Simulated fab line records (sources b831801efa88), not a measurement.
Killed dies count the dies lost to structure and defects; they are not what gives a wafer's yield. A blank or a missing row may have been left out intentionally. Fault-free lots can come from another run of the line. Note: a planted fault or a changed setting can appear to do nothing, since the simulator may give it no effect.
Which tool is to blame? | flow sky130 | Sampling: 13 lots, 39 wafers, 5 of 708 route steps

WHAT THE GAUGES SHOWED, per wafer
SKY_VT_ADJUST_HVTP_TW_MEAS_11.
lot  | measured     | on           | VT_ADJUST_HVTP_TW
L209 | day 5 20:13  | filmMetro-03 | 1356 1350 1357
L210 | day 6 10:00  | filmMetro-03 | 1358 1359 1358
L211 | day 6 14:49  | filmMetro-02 | 1376 1378 1362
L212 | day 6 20:21  | filmMetro-04 | 1352 1352 1348
L213 | day 7 03:12  | filmMetro-02 | 1369 1368 1367
L214 | day 7 21:55  | filmMetro-02 | 1366 1359 1366
L221 | day 9 05:29  | filmMetro-04 | 1351 1355 1356
L223 | day 9 16:26  | filmMetro-02 | 1360 1362 1357
L224 | day 10 01:00 | filmMetro-03 | 1348 1350 1353
L227 | day 10 14:17 | filmMetro-02 | 1366 1366 1370
L229 | day 11 18:58 | filmMetro-02 | 1366 1365 1366
L232 | day 12 09:23 | filmMetro-03 | 1348 1339 1344
L231 | day 12 10:11 | filmMetro-02 | 1349 1363 1354

SKY_VT_ADJUST_NCORE_CD_MEAS_07: the cd target is 380 nm.
lot  | measured     | on       | cdNm (nm)
L209 | day 8 04:17  | cdSem-02 | 378.7 378.6 378.3
L210 | day 8 19:53  | cdSem-01 | 379.9 380.5 380.8
L211 | day 9 02:48  | cdSem-01 | 380.3 381.1 382.8
L212 | day 9 07:37  | cdSem-02 | 379.0 380.3 376.9
L213 | day 9 14:52  | cdSem-01 | 381.2 381.8 383.1
L214 | day 10 12:29 | cdSem-02 | 379.8 381.0 377.1
L221 | day 12 02:38 | cdSem-01 | 381.2 381.6 380.4
L223 | day 12 15:20 | cdSem-01 | 377.4 377.5 376.3
L224 | day 12 23:34 | cdSem-02 | 377.1 377.6 375.0
L227 | day 13 16:26 | cdSem-02 | 379.9 380.1 378.2
L229 | day 14 23:32 | cdSem-01 | 378.6 380.4 380.3
L232 | day 15 14:27 | cdSem-02 | 380.9 380.7 381.1
L231 | day 15 16:20 | cdSem-01 | 384.0 383.7 383.5

SKY_LDD_P_CD_MEAS_07: the cd target is 380 nm.
lot  | measured     | on       | cdNm (nm)
L209 | day 18 05:34 | cdSem-02 | 380.8 380.5 381.3
L210 | day 19 07:56 | cdSem-02 | 380.6 381.1 381.1
L211 | day 19 09:43 | cdSem-02 | 383.0 381.3 381.4
L212 | day 19 19:29 | cdSem-02 | 379.1 378.7 376.1
L213 | day 21 10:45 | cdSem-02 | 377.9 377.9 374.8
L214 | day 21 16:04 | cdSem-01 | 378.2 380.2 381.1
L221 | day 23 06:38 | cdSem-02 | 375.2 377.2 378.0
L223 | day 23 22:36 | cdSem-02 | 272.6 275.0 273.1
L224 | day 25 15:29 | cdSem-02 | 276.1 274.1 275.8
L227 | day 25 18:08 | cdSem-01 | 377.2 379.8 379.7
L229 | day 26 16:37 | cdSem-01 | 380.6 380.2 379.4
L232 | day 27 08:54 | cdSem-02 | 380.9 378.9 379.7
L231 | day 27 13:26 | cdSem-02 | 379.0 377.2 378.2

EACH LOT AND THE TOOL THAT RAN IT (in order: tool; ch and the chambers of the sampled wafers; start)
lot  | SKY_SONOS_ONO_ETCH_15             | SKY_LDD_P_DEVELOP_06
L209 | rieDiel-03 ch 0,1,3, day 12 03:05 | lithoTrack-04 ch 0, day 18 05:25
L210 | rieDiel-03 ch 0,1,2, day 13 02:44 | lithoTrack-04 ch 0, day 19 07:47
L211 | rieDiel-03 ch 2,3, day 13 04:53   | lithoTrack-01 ch 0, day 19 09:34
L212 | rieDiel-03 ch 0,1,3, day 13 12:17 | lithoTrack-04 ch 0, day 19 19:20
L213 | rieDiel-03 ch 0,3, day 13 19:59   | lithoTrack-03 ch 0, day 21 10:37
L214 | rieDiel-03 ch 0,3, day 14 22:29   | lithoTrack-04 ch 0, day 21 15:55
L221 | rieDiel-03 ch 0,3, day 16 16:02   | lithoTrack-03 ch 0, day 23 06:29
L223 | rieDiel-03 ch 0,2,3, day 17 07:23 | lithoTrack-01 ch 0, day 23 22:25
L224 | rieDiel-01 ch 0,1, day 18 20:26   | lithoTrack-01 ch 0, day 25 15:21
L227 | rieDiel-03 ch 0,1,2, day 18 21:56 | lithoTrack-03 ch 0, day 25 17:59
L229 | rieDiel-03 ch 0,1,3, day 20 02:20 | lithoTrack-04 ch 0, day 26 16:28
L232 | rieDiel-03 ch 1,2, day 20 19:17   | lithoTrack-03 ch 0, day 27 08:46
L231 | rieDiel-01 ch 1,2,3, day 20 20:50 | lithoTrack-03 ch 0, day 27 13:17
- SKY_SONOS_ONO_ETCH_15: etches the open film in CHF3/O2, target depth 19.52 nm, time 7.8 s.
- SKY_LDD_P_DEVELOP_06: develop time 60 s.

AS READ BY THE TOOLS THEMSELVES (means over the sampled wafers that have a number; for cases with no such wafer, the mark the record gives instead)
SKY_SONOS_ONO_ETCH_15.
lot  | tool       | drypumpMotorCurrentA (A) | oesProductAu (a.u.) | throttleValvePct (%)
L209 | rieDiel-03 | 5.7                      | 0.998               | 8.834
L210 | rieDiel-03 | 6.1                      | 0.996               | 8.827
L211 | rieDiel-03 | 5.8                      | 0.997               | 8.826
L212 | rieDiel-03 | 5.7                      | 0.991               | 8.823
L213 | rieDiel-03 | 5.5                      | 0.996               | 8.824
L214 | rieDiel-03 | 5.5                      | 1.006               | 8.819
L221 | rieDiel-03 | 5.5                      | 1.003               | 8.826
L223 | rieDiel-03 | 5.9                      | 1.004               | 8.832
L224 | rieDiel-01 | 5.6                      | 0.998               | 8.820
L227 | rieDiel-03 | 6.1                      | 1.008               | 8.829
L229 | rieDiel-03 | 5.7                      | 1.007               | 8.823
L232 | rieDiel-03 | 6.4                      | 1.001               | 8.829
L231 | rieDiel-01 | 5.7                      | 1.002               | 8.825

THE ANSWER, worked out from the rows above alone
Rule: usual is defined by the lots themselves. Put in order of their means at a reading, lots are off if they are a third of the lots or fewer, leave a main group of 4 or more, and stand apart from it by a gap of 3 or more times the standard deviation of the main group's means; of several such gaps the widest counts. The tables above print the reading to a certain number of digits; a main group whose means all agree to those digits is not used. A lot without any number at a reading at which 4 lots or more have one is off too. All remaining lots with rows at the step are treated as sound. After the gauges, taken in route order, come the tools' own readings; for these a lot's mean is taken, as printed above. The first step at which some lot is off is used, and at that step the reading that is off furthest; a lot without a number counts as furthest.
Off: L223, L224, at SKY_LDD_P_CD_MEAS_07 (cdNm). The main group: mean 379.3 nm, standard deviation 1.6.
A tool fits if, at a process step before that reading, it ran every lot that is off, and no sound lot after the first of them. Gauges at SKY_LDD_P_CD_MEAS_07: tried the same way as those tools. One candidate fits, namely lithoTrack-01 at SKY_LDD_P_DEVELOP_06. A fault onset in the window from L211 (day 19 09:34, its last sound lot) to L223 (day 23 22:25, its first lot off) fits.

WHAT THE SIMULATOR HAD INSERTED
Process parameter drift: lithoTrack-01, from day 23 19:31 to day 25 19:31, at SKY_LDD_P_DEVELOP_06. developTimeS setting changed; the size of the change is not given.
Lots struck among those shown: L223, L224. This agrees with what the rule above found.
